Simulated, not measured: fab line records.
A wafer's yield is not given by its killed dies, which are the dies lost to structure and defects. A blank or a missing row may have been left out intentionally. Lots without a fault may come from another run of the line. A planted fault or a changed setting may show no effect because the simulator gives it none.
Which of the tools did it?	flow sfq_line	13 lots, 39 wafers sampled, at 5 steps of a route of 325

## WHAT THE GAUGES READ, wafer by wafer
SFQ_R5_RS_MEAS_933: the measuring method here is four-point-probe. Usual: R5_MONX_RS 7.03 ohm/sq, standard deviation 0.072.
lot	measured	on	R5_MONX_RS (ohm/sq)	flag
L465	day 56 04:30	film_metro-01	6.97 7.03 6.93	
L466	day 56 08:10	film_metro-04	7.09 7.06 7.14	
L468	day 57 21:26	film_metro-01	6.98 7.03 6.98	
L469	day 58 01:02	film_metro-01	7.01 6.94 6.96	
L470	day 58 17:51	film_metro-01	6.92 6.83 6.81	
L471	day 59 03:41	film_metro-04	6.99 6.99 7.03	
L472	day 59 10:39	film_metro-01	6.95 6.95 7.06	
L479	day 61 21:07	film_metro-04	7.12 7.14 7.33 7.15 7.16 7.33	
L483	day 63 00:21	film_metro-01	7.03 7.07 7.05	
L484	day 69 06:14	film_metro-03	7.13 7.23 7.18	
L485	day 69 13:53	film_metro-04	7.00 7.00 7.00	
L486	day 70 00:14	film_metro-04	7.02 6.93 6.93	
L487	day 70 17:18	film_metro-03	7.00 7.01 7.02	

SFQ_C5_OVL_MEAS_937. Usual: C5_OVL -2 nm, standard deviation 6.
lot	measured	on	C5_OVL (nm)	flag
L465	day 70 08:36	overlay-01	5 -11 -5	
L466	day 72 19:11	overlay-01	-3 -7 -2	
L468	day 74 04:35	overlay-01	-7 -11 -10	
L469	day 74 20:11	overlay-02	-9 -13 -20	
L470	day 75 02:12	overlay-02	-7 -3 4	
L471	day 75 07:12	overlay-01	8 9 13	
L472	day 75 09:35	overlay-01	4 -3 3	
L479	day 77 08:44	overlay-01	4 5 5	
L483	day 78 07:43	overlay-01	3 -4 2	
L484	day 78 17:19	overlay-01	-8 3 4	
L485	day 79 01:43	overlay-01	2 -2 -2	
L486	day 79 06:30	overlay-02	8 -5 -6	
L487	day 79 10:06	overlay-02	-3 -6 -6	

## WHICH TOOL RAN EACH LOT (tool, then ch and the chambers of the sampled wafers, then the start)
lot	SFQ_TRILAYER_I3_CMP_CMP_082	SFQ_TRILAYER_I3_VIA_STRIP_STRIP_089	SFQ_TRILAYER_R5_DEP_SPUTTER_132
L465	cmp-01 ch 0,2, day 36 22:33	rie_metal-02 ch 0,1, day 43 06:40	pvd_sputter-03, day 56 04:25
L466	cmp-02 ch 0,1,2, day 37 01:12	rie_metal-01 ch 0, day 43 09:28	pvd_sputter-03, day 56 08:02
L468	cmp-01 ch 2,3, day 37 23:02	rie_metal-03 ch 0,1, day 44 17:16	pvd_sputter-05, day 57 21:20
L469	cmp-02 ch 2,3, day 38 01:22	rie_metal-02 ch 0, day 44 19:40	pvd_sputter-03, day 58 00:56
L470	cmp-02 ch 0,1, day 38 16:57	rie_metal-01 ch 0,1, day 45 12:28	pvd_sputter-05, day 58 17:44
L471	cmp-01 ch 0,2,3, day 39 07:48	rie_metal-01 ch 0,1, day 46 01:40	pvd_sputter-05, day 59 03:34
L472	cmp-01 ch 0,1,3, day 39 10:48	rie_metal-02 ch 0,1, day 46 05:16	pvd_sputter-05, day 59 10:33
L479	cmp-02 ch 0,1,2, day 41 15:55	rie_metal-01 ch 0,1, day 48 09:40	pvd_sputter-03, day 61 21:02
L483	cmp-01 ch 2,3, day 42 17:40	rie_metal-02 ch 1, day 49 07:35	pvd_sputter-04, day 63 00:14
L484	cmp-02 ch 1,2, day 43 08:46	rie_metal-01 ch 1, day 49 21:59	pvd_sputter-04, day 69 06:08
L485	cmp-01 ch 1,2,3, day 43 23:46	rie_metal-03 ch 0, day 50 10:59	pvd_sputter-03, day 69 13:47
L486	cmp-02 ch 2,3, day 44 12:57	rie_metal-02 ch 0,1, day 51 01:31	pvd_sputter-05, day 70 00:08
L487	cmp-01 ch 1,2,3, day 45 10:24	rie_metal-02 ch 0,1, day 51 16:02	pvd_sputter-03, day 70 17:13
- SFQ_TRILAYER_I3_CMP_CMP_082: polishes SiO2.
- SFQ_TRILAYER_I3_VIA_STRIP_STRIP_089: strips in O2.
- SFQ_TRILAYER_R5_DEP_SPUTTER_132: material Ti, target thk 5 nm, time 5 s.

## WHAT THE TOOLS THEMSELVES READ (means of the sampled wafers that have a number; where no wafer has one, the mark that the record gives instead)
SFQ_TRILAYER_I3_CMP_CMP_082. Usual: edge_zone_pressure_frac 1.000, standard deviation 0.0055; motor_current_A 10.1 A, standard deviation 1.4; time_to_endpoint_s 213 s, standard deviation 7.6.
lot	tool	edge_zone_pressure_frac	motor_current_A (A)	time_to_endpoint_s (s)	flag
L465	cmp-01	1.007	11.2	210	
L466	cmp-02	1.009	10.5	213	
L468	cmp-01	1.002	10.3	201	
L469	cmp-02	1.006	9.6	223	
L470	cmp-02	1.001	10.1	212	
L471	cmp-01	1.003	11.0	206	
L472	cmp-01	1.000	10.0	207	
L479	cmp-02	1.001	10.6	217	
L483	cmp-01	1.001	10.4	214	
L484	cmp-02	0.994	11.1	211	
L485	cmp-01	1.005	9.7	220	
L486	cmp-02	0.999	9.9	217	
L487	cmp-01	0.999	9.3	212	

SFQ_TRILAYER_I3_VIA_STRIP_STRIP_089. Usual: drypump_motor_current_A 5.4 A, standard deviation 0.44; oes_product_au 0.999 a.u., standard deviation 0.01.
lot	tool	drypump_motor_current_A (A)	oes_product_au (a.u.)	flag
L465	rie_metal-02	5.5	1.007	
L466	rie_metal-01	5.8	0.999	
L468	rie_metal-03	5.1	1.001	
L469	rie_metal-02	5.8	1.004	
L470	rie_metal-01	5.3	1.001	
L471	rie_metal-01	5.3	1.008	
L472	rie_metal-02	5.5	0.999	
L479	rie_metal-01	5.6	1.007	
L483	rie_metal-02	4.8	0.980	
L484	rie_metal-01	5.0	0.993	
L485	rie_metal-03	5.7	1.000	
L486	rie_metal-02	5.5	1.004	
L487	rie_metal-02	5.5	1.001	

SFQ_TRILAYER_R5_DEP_SPUTTER_132. Usual: base_pressure_pa 1.33e-06 Pa, standard deviation 8e-08; throttle_valve_pct 29.4 %, standard deviation 1.1.
lot	tool	base_pressure_pa (Pa)	throttle_valve_pct (%)	flag
L465	pvd_sputter-03	1.35e-06	29.4	
L466	pvd_sputter-03	1.28e-06	29.2	
L468	pvd_sputter-05	1.34e-06	31.0	
L469	pvd_sputter-03	1.27e-06	29.7	
L470	pvd_sputter-05	1.45e-06	29.7	
L471	pvd_sputter-05	1.29e-06	29.2	
L472	pvd_sputter-05	1.37e-06	29.2	
L479	pvd_sputter-03	1.24e-06	29.3	
L483	pvd_sputter-04	1.33e-06	29.0	
L484	pvd_sputter-04	1.36e-06	29.2	
L485	pvd_sputter-03	1.34e-06	29.0	
L486	pvd_sputter-05	1.26e-06	28.8	
L487	pvd_sputter-03	1.36e-06	29.3	

## THE ANSWER, worked out from the rows above alone
Rule: take the mean of a lot's wafers that have a number; if it is more than 3 standard deviations from the usual mean, the lot is off. Also off: a lot with no number at a reading for which 4 or more lots have one. The other lots that the step has rows for count as sound. First the gauges in route order, then the tools' own readings, where a lot's mean is used as printed above. At the first step where some lot is off, the reading lying furthest off is the one used; lots without a number count as furthest.
None of the lots is off at any reading shown; this tells nothing.

## WHAT THE SIMULATOR PUT IN
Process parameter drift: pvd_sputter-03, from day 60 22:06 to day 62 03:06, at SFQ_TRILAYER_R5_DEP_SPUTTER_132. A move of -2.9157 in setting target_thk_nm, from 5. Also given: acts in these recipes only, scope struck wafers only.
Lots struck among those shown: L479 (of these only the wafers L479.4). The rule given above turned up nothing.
